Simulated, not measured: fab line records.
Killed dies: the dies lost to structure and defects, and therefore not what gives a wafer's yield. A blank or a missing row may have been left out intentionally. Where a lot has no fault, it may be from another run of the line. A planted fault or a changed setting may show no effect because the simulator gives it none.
fab line records	flow sfq_line
record: lots: 14	wafers: 42	last_day: 81
route steps=325 shown C5@249 M6@252 I6@267
lots untouched by any fault: they come from a run of this same line in which no faults occurred
start_h: start of the lot's first displayed wafer, in hours after the record's first day	wait_h: time in hours since the lot's previous step	" the same as in the row above	L1.1+2: a row that stands for several wafers	- no value, or no start given	* or withheld: withheld	< > ~ a bound
route shown NAME@n: a module of which the file shows steps, and the number in the route of the first	usual: mean/standard deviation taken from wafers without a fault	same: alike in all rows	chamber/n: place in a boat	sites: readings site by site	_std_site: standard deviation across them	_edge_site: mean of outer sites minus mean of inner sites	radius_mm: how far each site lies from the wafer's centre	mask NAME#n: copy n	behind: the last tool/chamber to shape the wafer	hold: reason for holding the lot/hours on hold/outcome of the hold	device: names the non-switching transistor (n, p or np)	end of line: the same wafers' tests at the end of the route	a step without rows: its recipe alone	killed: dies lost to structure and defects at the first sort, not the wafer's yield	map: per-die view of a wafer (x killed, . not killed, _ where there is no die)
set.NAME: the run value of the setting; set.NAME@STEP: its run value at that earlier step	model.NAME: the simulator's own value behind a step, which no gauge read
one table for each step of the route and one row for each wafer, over a sample of lots
services: the hour from which a tool's chamber was out of use, counted from the record's first day as start_h (under 0 if before that day), plus the number of hours and why
== steps ==
step: SFQ_TRILAYER_C5_STRIP_STRIP_155
recipe: gas: O2	power_w: 200	platen_temp_c: 40	overash_fraction: 0.65	chemistry: O2	pressure_mtorr: 50
usual: drypump_motor_current_A: 5.9/0.39	oes_product_au: 1.005/0.0094
lot.wafer	tool	chamber	start_h	wait_h	drypump_motor_current_A	oes_product_au	rf_hours_counter_h
L116.2	rie_metal-03	1	1236.22	-	6.3	1.011	24
L116.4	"	0	"	"	5.5	1.001	-
L116.6	"	0	"	"	5.6	0.999	-
L117.3	rie_metal-03	0	1240.08	-	5.5	0.998	-
L117.4	"	1	"	"	6.3	1.005	-
L117.5	"	0	"	"	5.5	1.006	-
L118.3	rie_metal-02	0	1241.22	-	6.5	1.009	-
L118.4	"	1	"	"	5.2	1.009	-
L118.5	"	1	"	"	5.2	1.009	-
L121.4	rie_metal-03	0	1248.68	-	5.5	0.986	-
L121.5	"	0	"	"	5.5	1.000	-
L121.6	"	1	"	"	6.3	1.002	-
L123.1	rie_metal-01	0	1256.62	-	5.7	1.004	43
L123.3	"	0	"	"	5.8	1.004	-
L123.6	"	0	"	"	5.8	1.007	-
L124.1	rie_metal-03	0	1261.74	-	5.6	0.992	59
L124.2	"	1	"	"	6.3	1.015	27
L124.4	"	1	"	"	6.3	1.012	-
L125.1	rie_metal-01	0	1269.08	-	5.7	1.005	45
L125.3	"	1	"	"	5.8	0.998	-
L125.5	"	1	"	"	5.8	0.988	-
L126.1	rie_metal-03	0	1271.28	-	5.5	0.993	60
L126.3	"	0	"	"	5.6	0.999	-
L126.4	"	1	"	"	6.3	1.000	-
L127.1	rie_metal-03	0	1303.82	-	5.6	0.984	65
L127.4	"	1	"	"	6.3	1.000	-
L127.5	"	1	"	"	6.3	1.000	-
L130.1	rie_metal-02	1	1550.62	-	5.2	1.004	69
L130.2	"	0	"	"	6.5	1.027	34
L130.6	"	0	"	"	6.5	1.027	-
L134.1	rie_metal-03	1	1655.40	-	6.3	1.014	78
L134.3	"	1	"	"	6.3	1.004	-
L134.5	"	1	"	"	6.3	1.014	-
L137.1	rie_metal-02	1	1662.60	-	5.2	0.991	85
L137.2	"	0	"	"	6.5	1.021	50
L137.3	"	1	"	"	5.2	1.010	-
L138.1	rie_metal-03	1	1663.80	-	6.3	1.008	80
L138.4	"	1	"	"	6.3	1.020	-
L138.5	"	1	"	"	6.3	1.020	-
L139.2	rie_metal-01	0	1665.00	-	5.8	1.001	105
L139.4	"	1	"	"	5.7	0.998	-
L139.5	"	1	"	"	5.7	0.990	-
step: SFQ_TRILAYER_M6_DEP_SPUTTER_157
recipe: material: Nb	base_pressure_pa: 1.33e-06	chamber_pressure_pa: 0.1333	substrate_temp_c: 20	target_thk_nm: 200	power_w: 2000	time_s: 133.3
usual: throttle_valve_pct: 29.8/1.4
lot.wafer	tool	chamber	start_h	wait_h	throttle_valve_pct
L116.2	pvd_sputter-06	-	1237.24	0.0	31.0
L116.4	"	-	"	"	29.0
L116.6	"	-	"	"	29.1
L117.3	pvd_sputter-05	-	1240.82	0.0	32.4
L117.4	"	-	"	"	30.3
L117.5	"	-	"	"	29.5
L118.3	pvd_sputter-06	-	1241.82	0.0	29.1
L118.4	"	-	"	"	29.1
L118.5	"	-	"	"	28.6
L121.4	pvd_sputter-05	-	1249.44	0.0	29.7
L121.5	"	-	"	"	29.1
L121.6	"	-	"	"	29.9
L123.1	pvd_sputter-03	-	1258.04	0.0	30.7
L123.3	"	-	"	"	28.0
L123.6	"	-	"	"	32.1
L124.1	pvd_sputter-06	-	1262.75	0.0	28.9
L124.2	"	-	"	"	30.9
L124.4	"	-	"	"	28.6
L125.1	pvd_sputter-06	-	1269.88	0.0	28.7
L125.3	"	-	"	"	29.1
L125.5	"	-	"	"	28.8
L126.1	pvd_sputter-03	-	1272.08	0.0	28.3
L126.3	"	-	"	"	32.1
L126.4	"	-	"	"	27.7
L127.1	pvd_sputter-03	-	1304.63	0.0	28.2
L127.4	"	-	"	"	30.4
L127.5	"	-	"	"	28.1
L130.1	pvd_sputter-03	-	1551.43	0.0	28.2
L130.2	"	-	"	"	30.5
L130.6	"	-	"	"	28.1
L134.1	pvd_sputter-06	-	1656.20	0.0	29.0
L134.3	"	-	"	"	28.8
L134.5	"	-	"	"	31.0
L137.1	pvd_sputter-05	-	1663.40	0.0	30.0
L137.2	"	-	"	"	32.7
L137.3	"	-	"	"	29.6
L138.1	pvd_sputter-06	-	1665.20	0.0	31.0
L138.4	"	-	"	"	28.9
L138.5	"	-	"	"	29.0
L139.2	pvd_sputter-03	-	1665.80	0.0	30.5
L139.4	"	-	"	"	27.6
L139.5	"	-	"	"	28.2
step: SFQ_TRILAYER_I6_CMP_CMP_166
recipe: material: SiO2	down_force_psi: 3	platen_rpm: 60	pad_velocity_m_s: 0.94248
usual: motor_current_A: 10.2/0.93	time_to_endpoint_s: 215/7.8
lot.wafer	tool	chamber	start_h	wait_h	motor_current_A	time_to_endpoint_s
L116.2	cmp-02	3	1367.04	3.3	9.7	200
L116.4	"	0	"	"	10.7	211
L116.6	"	2	1368.54	4.7	9.5	216
L117.4	cmp-01	1	1371.37	5.2	11.5	222
L117.3	"	2	"	"	9.5	200
L117.5	"	0	1372.87	6.7	11.5	227
L118.3	cmp-01	3	1374.37	7.0	11.0	205
L118.4	"	1	1375.37	8.0	11.9	216
L118.5	"	3	1376.37	9.0	11.3	221
L121.4	cmp-01	2	1390.37	15.8	9.9	215
L121.5	"	3	"	"	11.0	225
L121.6	"	0	"	"	11.6	218
L123.3	cmp-02	0	1402.31	19.4	10.7	213
L123.1	"	3	1403.81	20.9	10.6	217
L123.6	"	1	1404.81	21.8	8.7	236
L124.2	cmp-02	3	1411.81	24.1	10.1	211
L124.4	"	0	"	"	10.9	214
L124.1	"	1	"	"	8.5	209
L125.1	cmp-02	2	1424.39	28.1	9.3	216
L125.3	"	0	1425.39	29.1	10.5	210
L125.5	"	1	"	"	8.9	221
L126.1	cmp-02	1	1426.89	29.2	9.1	276
L126.4	"	3	1427.89	30.2	10.1	282
L126.3	"	0	"	"	10.9	280
L127.1	cmp-02	3	1430.39	31.1	10.3	280
L127.4	"	0	"	"	11.2	285
L127.5	"	3	1432.39	33.1	10.1	284
L130.2	cmp-01	2	1558.62	3.6	9.9	204
L130.1	"	0	1559.62	4.6	11.6	215
L130.6	"	2	1560.62	5.6	10.0	208
L134.1	cmp-01	2	1738.57	8.9	9.8	199
L134.3	"	3	"	"	11.2	207
L134.5	"	2	1740.57	10.9	9.9	203
L137.3	cmp-02	2	1746.74	12.3	9.5	217
L137.2	"	3	"	"	10.2	209
L137.1	"	0	"	"	10.7	217
L138.4	cmp-02	1	1749.24	13.6	9.5	229
L138.1	"	0	1750.74	15.1	10.8	209
L138.5	"	2	1751.74	16.1	10.1	229
L139.2	cmp-01	0	1750.57	13.7	11.5	215
L139.4	"	1	"	"	10.8	229
L139.5	"	0	1752.57	15.7	11.4	226
step: SFQ_I6_BOW_MEAS_941
recipe: mode: bow
usual: I6_BOW: 5/12
lot.wafer	tool	chamber	start_h	wait_h	I6_BOW[um]
L116.2	film_metro-01	-	1369.56	2.0	-16
L116.4	"	-	"	"	-21
L116.6	"	-	"	"	-21
L117.3	film_metro-03	-	1373.91	1.5	-15
L117.4	"	-	"	"	2
L117.5	"	-	"	"	3
L118.3	film_metro-03	-	1376.91	2.0	4
L118.4	"	-	"	"	-6
L118.5	"	-	"	"	8
L121.4	film_metro-04	-	1391.93	1.1	29
L121.5	"	-	"	"	18
L121.6	"	-	"	"	25
L123.1	film_metro-03	-	1405.31	1.0	19
L123.3	"	-	"	"	14
L123.6	"	-	"	"	16
L124.1	film_metro-01	-	1414.31	1.0	16
L124.2	"	-	"	"	16
L124.4	"	-	"	"	3
L125.1	film_metro-03	-	1426.89	2.0	3
L125.3	"	-	"	"	-5
L125.5	"	-	"	"	-5
L126.1	film_metro-04	-	1429.89	2.5	32
L126.3	"	-	"	"	34
L126.4	"	-	"	"	35
L127.1	film_metro-01	-	1432.89	2.0	27
L127.4	"	-	"	"	7
L127.5	"	-	"	"	6
L130.1	film_metro-03	-	1561.62	1.5	3
L130.2	"	-	"	"	5
L130.6	"	-	"	"	14
L134.1	film_metro-04	-	1741.07	2.0	10
L134.3	"	-	"	"	14
L134.5	"	-	"	"	9
L137.1	film_metro-01	-	1749.24	1.0	4
L137.2	"	-	"	"	-8
L137.3	"	-	"	"	-1
L138.1	film_metro-04	-	1752.24	1.0	-4
L138.4	"	-	"	"	-17
L138.5	"	-	"	"	-7
L139.2	film_metro-01	-	1753.09	2.0	-8
L139.4	"	-	"	"	-13
L139.5	"	-	"	"	-15
step: SFQ_TRILAYER_I6_METRO_MEASURE_167
usual: thk_nm: 200.1/1.1
lot.wafer	tool	chamber	start_h	wait_h	thk_nm
L116.2	film_metro-01	-	1369.86	0.3	199.5
L116.4	"	-	"	"	200.6
L116.6	"	-	"	"	201.0
L117.3	film_metro-03	-	1374.39	0.5	199.3
L117.4	"	-	"	"	200.5
L117.5	"	-	"	"	200.3
L118.3	film_metro-03	-	1377.39	0.5	202.6
L118.4	"	-	"	"	201.4
L118.5	"	-	"	"	202.1
L121.4	film_metro-04	-	1392.59	0.6	200.3
L121.5	"	-	"	"	201.6
L121.6	"	-	"	"	201.8
L123.1	film_metro-03	-	1405.43	0.1	200.6
L123.3	"	-	"	"	200.7
L123.6	"	-	"	"	201.6
L124.1	film_metro-01	-	1414.43	0.1	200.4
L124.2	"	-	"	"	198.9
L124.4	"	-	"	"	198.7
L125.1	film_metro-03	-	1427.01	0.1	200.9
L125.3	"	-	"	"	200.9
L125.5	"	-	"	"	200.9
L126.1	film_metro-04	-	1430.01	0.1	303.5
L126.3	"	-	"	"	303.6
L126.4	"	-	"	"	304.4
L127.1	film_metro-01	-	1433.01	0.1	303.2
L127.4	"	-	"	"	305.4
L127.5	"	-	"	"	304.7
L130.1	film_metro-03	-	1561.74	0.1	199.4
L130.2	"	-	"	"	199.1
L130.6	"	-	"	"	199.1
L134.1	film_metro-04	-	1741.19	0.1	198.7
L134.3	"	-	"	"	200.0
L134.5	"	-	"	"	198.3
L137.1	film_metro-01	-	1749.36	0.1	199.1
L137.2	"	-	"	"	200.5
L137.3	"	-	"	"	200.3
L138.1	film_metro-04	-	1752.36	0.1	201.2
L138.4	"	-	"	"	201.4
L138.5	"	-	"	"	201.2
L139.2	film_metro-01	-	1753.39	0.3	202.0
L139.4	"	-	"	"	199.8
L139.5	"	-	"	"	200.8
step: SFQ_TRILAYER_I6_VIA_ETCH_VIA_ETCH_172
recipe: target: SiO2	stop_on: Nb	mask_material: PR	taper_deg: 20	chemistry: CHF3	target_depth_nm: 260	source_w: 500	bias_w: 80	pressure_mtorr: 30	time_s: withheld
usual: bias_w: 80.01/0.24	drypump_motor_current_A: 5.7/0.58	oes_product_au: 0.855/0.005
lot.wafer	tool	chamber	start_h	wait_h	bias_w	drypump_motor_current_A	oes_product_au
L116.2	rie_diel-04	3	1380.96	0.0	80.04	5.6	0.849
L116.4	"	2	"	"	80.39	6.1	0.859
L116.6	"	1	"	"	80.40	5.3	0.854
L117.3	rie_diel-02	3	1384.56	0.0	80.16	6.3	0.847
L117.4	"	0	"	"	80.29	6.4	0.850
L117.5	"	1	"	"	79.97	5.4	0.861
L118.3	rie_diel-04	2	1386.96	0.0	80.13	6.1	0.865
L118.4	"	1	"	"	80.17	5.4	0.862
L118.5	"	3	"	"	79.86	5.6	0.856
L121.4	rie_diel-01	1	1490.63	0.1	79.62	4.8	0.853
L121.5	"	3	"	"	79.83	4.9	0.850
L121.6	"	0	"	"	80.32	6.6	0.851
L123.1	rie_diel-01	2	1506.17	0.0	80.32	5.1	0.857
L123.3	"	0	"	"	80.42	6.6	0.856
L123.6	"	1	"	"	79.73	4.8	0.859
L124.1	rie_diel-04	2	1519.37	0.0	80.28	6.1	0.856
L124.2	"	1	"	"	79.78	5.3	0.856
L124.4	"	0	"	"	80.35	6.1	0.850
L125.1	rie_diel-01	1	1521.69	0.0	79.71	4.8	0.861
L125.3	"	2	"	"	80.29	5.1	0.854
L125.5	"	2	"	"	80.15	5.1	0.861
L126.1	rie_diel-04	0	1522.89	0.0	80.23	6.1	0.981
L126.3	"	2	"	"	79.93	6.1	1.010
L126.4	"	1	"	"	80.17	5.4	0.995
L127.1	rie_diel-04	2	1524.09	0.0	80.22	6.1	0.997
L127.4	"	3	"	"	80.12	5.6	0.985
L127.5	"	2	"	"	80.28	6.1	0.990
L130.1	rie_diel-04	2	1597.30	0.0	79.78	6.1	0.857
L130.2	"	0	"	"	80.13	6.1	0.857
L130.6	"	3	"	"	80.21	5.6	0.857
L134.1	rie_diel-02	2	1746.13	0.0	79.72	5.4	0.851
L134.3	"	1	"	"	80.32	5.4	0.862
L134.5	"	3	"	"	79.71	6.3	0.850
L137.1	rie_diel-01	0	1758.78	0.0	80.06	6.6	0.850
L137.2	"	1	"	"	79.83	4.8	0.857
L137.3	"	3	"	"	80.39	4.9	0.853
L138.1	rie_diel-02	0	1761.18	0.0	79.91	6.4	0.858
L138.4	"	1	"	"	79.98	5.4	0.861
L138.5	"	1	"	"	80.10	5.4	0.852
L139.2	rie_diel-04	0	1763.58	0.0	79.89	6.1	0.857
L139.4	"	3	"	"	80.43	5.6	0.848
L139.5	"	3	"	"	79.79	5.5	0.863
== services ==
tool	chamber	start_h	hours	kind
cmp-02	-	1213.80	5.4	repair
rie_diel-04	1	1217.19	2.6	repair
cmp-02	-	1229.82	1.4	repair
cmp-02	-	1244.15	5.0	pm
cmp-02	-	1253.39	6.7	pm
cmp-02	-	1260.08	4.0	pm
cmp-02	-	1364.77	0.6	repair
cmp-02	-	1391.90	4.4	repair
cmp-02	-	1420.08	0.8	repair
rie_metal-03	-	1435.74	28.1	pm
cmp-02	-	1436.23	1.8	repair
rie_metal-03	1	1490.74	13.0	repair
cmp-02	-	1543.68	1.2	repair
cmp-02	-	1553.62	10.3	pm
cmp-02	-	1563.31	1.3	repair
cmp-02	-	1602.82	4.0	pm
cmp-02	-	1611.48	0.3	repair
cmp-02	-	1642.71	5.2	repair
rie_metal-03	-	1649.64	4.3	pm
rie_metal-03	0	1660.05	4.1	repair
rie_metal-03	0	1702.99	9.1	repair
rie_metal-03	-	1709.06	2.0	repair
cmp-02	-	1720.66	1.4	repair
rie_metal-03	-	1758.80	0.3	repair
== key ==
first_sign: step: SFQ_TRILAYER_I6_CMP_CMP_166	reading: time_to_endpoint_s	direction: up	sigmas: 8.5	usual: *	struck: *
effect: step: SFQ_TRILAYER_I6_METRO_MEASURE_167	reading: thk_nm	direction: up	sigmas: 91	usual: 200.1	struck: 304.1
effect: step: SFQ_TRILAYER_I6_VIA_ETCH_VIA_ETCH_172	reading: oes_product_au	direction: up	sigmas: 28	usual: 0.855	struck: 0.993
met_at SFQ_TRILAYER_I6_CMP_CMP_166
struck_lots L126,L127
not_acting_at SFQ_TRILAYER_C5_STRIP_STRIP_155,SFQ_TRILAYER_M6_DEP_SPUTTER_157,SFQ_I6_BOW_MEAS_941
fault: kind: process_parameter_drift	tool: cmp-02	chamber: -	onset_h: 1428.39	steps: SFQ_TRILAYER_I6_CMP_CMP_166	channel: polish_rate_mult	offset: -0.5	shape: step	end_h: 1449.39
